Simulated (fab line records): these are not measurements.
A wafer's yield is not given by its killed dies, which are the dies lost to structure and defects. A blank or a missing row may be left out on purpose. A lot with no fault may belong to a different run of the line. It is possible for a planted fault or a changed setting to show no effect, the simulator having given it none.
Shared-tool check / flow gf180mcu / 12 lots, 36 wafers sampled

REASON IT WAS OPENED
Of 12 lots, 2 have the reading VT_IMPLANT_2_TW flagged at GF_VT_IMPLANT_TW_MEAS_21. No-fault wafers: 1208, standard deviation 9.8.
Rule: a lot gets a flag if all its wafers with a number sit over 4 standard deviations from that mean, or if no wafer of it has a number. The other lots count as sound.

lot=L895; measured=day 6 13:47; on=film_metro-04; VT_IMPLANT_2_TW, wafer by wafer=1208 1211 1214; flag=
lot=L896; measured=day 6 18:34; on=film_metro-04; VT_IMPLANT_2_TW, wafer by wafer=1205 1209 1212; flag=
lot=L897; measured=day 7 00:15; on=film_metro-01; VT_IMPLANT_2_TW, wafer by wafer=30 30 30; flag=FLAGGED
lot=L898; measured=day 7 05:51; on=film_metro-01; VT_IMPLANT_2_TW, wafer by wafer=30 30 30; flag=FLAGGED
lot=L909; measured=day 10 06:51; on=film_metro-03; VT_IMPLANT_2_TW, wafer by wafer=1192 1194 1190; flag=
lot=L910; measured=day 10 10:17; on=film_metro-04; VT_IMPLANT_2_TW, wafer by wafer=1216 1216 1221; flag=
lot=L911; measured=day 10 21:18; on=film_metro-03; VT_IMPLANT_2_TW, wafer by wafer=1196 1196 1190; flag=
lot=L912; measured=day 11 01:25; on=film_metro-01; VT_IMPLANT_2_TW, wafer by wafer=1203 1217 1213; flag=
lot=L914; measured=day 11 13:37; on=film_metro-03; VT_IMPLANT_2_TW, wafer by wafer=1196 1201 1200; flag=
lot=L915; measured=day 11 20:29; on=film_metro-03; VT_IMPLANT_2_TW, wafer by wafer=1202 1204 1204; flag=
lot=L916; measured=day 12 00:49; on=film_metro-01; VT_IMPLANT_2_TW, wafer by wafer=1217 1216 1219; flag=
lot=L917; measured=day 12 11:51; on=film_metro-04; VT_IMPLANT_2_TW, wafer by wafer=1228 1231 1220; flag=
The numbers of the flagged lots are 30 on average: -1178 against the usual, or -99 or more standard deviations.

TOOL THAT RAN EACH LOT
2 process steps preceding the reading are held in the record, out of 602 steps in the route. Each cell gives the tool, then ch followed by the chambers the sampled wafers passed through, then the start.
lot=L895; flag=; GF_VT_IMPLANT_STRIP_09=plasma_asher-04 ch 0,1, day 5 23:00; GF_VT_IMPLANT_STRIP_20=plasma_asher-03 ch 0,1, day 6 13:41
lot=L896; flag=; GF_VT_IMPLANT_STRIP_09=plasma_asher-03 ch 0,1, day 6 03:00; GF_VT_IMPLANT_STRIP_20=plasma_asher-03 ch 0,1, day 6 18:28
lot=L897; flag=FLAGGED; GF_VT_IMPLANT_STRIP_09=plasma_asher-04 ch 0,1, day 6 08:50; GF_VT_IMPLANT_STRIP_20=plasma_asher-01 ch 0,1, day 7 00:09
lot=L898; flag=FLAGGED; GF_VT_IMPLANT_STRIP_09=plasma_asher-03 ch 0,1, day 6 14:16; GF_VT_IMPLANT_STRIP_20=plasma_asher-03 ch 0,1, day 7 05:45
lot=L909; flag=; GF_VT_IMPLANT_STRIP_09=plasma_asher-01 ch 0,1, day 9 13:15; GF_VT_IMPLANT_STRIP_20=plasma_asher-03 ch 0, day 10 06:45
lot=L910; flag=; GF_VT_IMPLANT_STRIP_09=plasma_asher-04 ch 0,1, day 9 16:48; GF_VT_IMPLANT_STRIP_20=plasma_asher-04 ch 0,1, day 10 10:11
lot=L911; flag=; GF_VT_IMPLANT_STRIP_09=plasma_asher-04 ch 0, day 10 02:56; GF_VT_IMPLANT_STRIP_20=plasma_asher-03 ch 0,1, day 10 21:11
lot=L912; flag=; GF_VT_IMPLANT_STRIP_09=plasma_asher-04 ch 0,1, day 10 06:49; GF_VT_IMPLANT_STRIP_20=plasma_asher-04 ch 0,1, day 11 01:20
lot=L914; flag=; GF_VT_IMPLANT_STRIP_09=plasma_asher-01 ch 1, day 10 18:12; GF_VT_IMPLANT_STRIP_20=plasma_asher-04 ch 0,1, day 11 13:30
lot=L915; flag=; GF_VT_IMPLANT_STRIP_09=plasma_asher-01 ch 0, day 11 01:11; GF_VT_IMPLANT_STRIP_20=plasma_asher-01 ch 0,1, day 11 20:23
lot=L916; flag=; GF_VT_IMPLANT_STRIP_09=plasma_asher-03 ch 0,1, day 11 05:24; GF_VT_IMPLANT_STRIP_20=plasma_asher-03 ch 0,1, day 12 00:42
lot=L917; flag=; GF_VT_IMPLANT_STRIP_09=plasma_asher-04 ch 1, day 11 16:21; GF_VT_IMPLANT_STRIP_20=plasma_asher-03 ch 0,1, day 12 11:45
These steps, and what they do:
- GF_VT_IMPLANT_STRIP_09: strips in O2/N2.
- GF_VT_IMPLANT_STRIP_20: strips in O2/N2.
- GF_VT_IMPLANT_TW_MEAS_21

FLAGGED AGAINST TOTAL, ONE TOOL AT A TIME (gauges that did the reading follow at the end)
step=GF_VT_IMPLANT_STRIP_09; tool=plasma_asher-01; lots run=3; flagged=0; share of the flagged lots=none; sound lots run after its first flagged lot=-
step=GF_VT_IMPLANT_STRIP_09; tool=plasma_asher-03; lots run=3; flagged=1; share of the flagged lots=some; sound lots run after its first flagged lot=1 (L916)
step=GF_VT_IMPLANT_STRIP_09; tool=plasma_asher-04; lots run=6; flagged=1; share of the flagged lots=some; sound lots run after its first flagged lot=4 (L910,L911,L912,L917)
step=GF_VT_IMPLANT_STRIP_20; tool=plasma_asher-01; lots run=2; flagged=1; share of the flagged lots=some; sound lots run after its first flagged lot=1 (L915)
step=GF_VT_IMPLANT_STRIP_20; tool=plasma_asher-03; lots run=7; flagged=1; share of the flagged lots=some; sound lots run after its first flagged lot=4 (L909,L911,L916,L917)
step=GF_VT_IMPLANT_STRIP_20; tool=plasma_asher-04; lots run=3; flagged=0; share of the flagged lots=none; sound lots run after its first flagged lot=-
step=GF_VT_IMPLANT_TW_MEAS_21; tool=film_metro-01; lots run=4; flagged=2; share of the flagged lots=all; sound lots run after its first flagged lot=2 (L912,L916)
step=GF_VT_IMPLANT_TW_MEAS_21; tool=film_metro-03; lots run=4; flagged=0; share of the flagged lots=none; sound lots run after its first flagged lot=-
step=GF_VT_IMPLANT_TW_MEAS_21; tool=film_metro-04; lots run=4; flagged=0; share of the flagged lots=none; sound lots run after its first flagged lot=-

WHAT IS ALLOWED BY THE TABLE
Rows of the table that ran each flagged lot: 1, that is film_metro-01 at GF_VT_IMPLANT_TW_MEAS_21.
- film_metro-01 at GF_VT_IMPLANT_TW_MEAS_21 ran 4 lots, 2 of them flagged. Sound lots ran on it after the first flagged one (L912, L916), which a lasting fault on the whole tool wouldn't allow.
There is no row in the table that ran each flagged lot and no sound lot after the first.

WHAT THE SIMULATOR HAD PUT IN
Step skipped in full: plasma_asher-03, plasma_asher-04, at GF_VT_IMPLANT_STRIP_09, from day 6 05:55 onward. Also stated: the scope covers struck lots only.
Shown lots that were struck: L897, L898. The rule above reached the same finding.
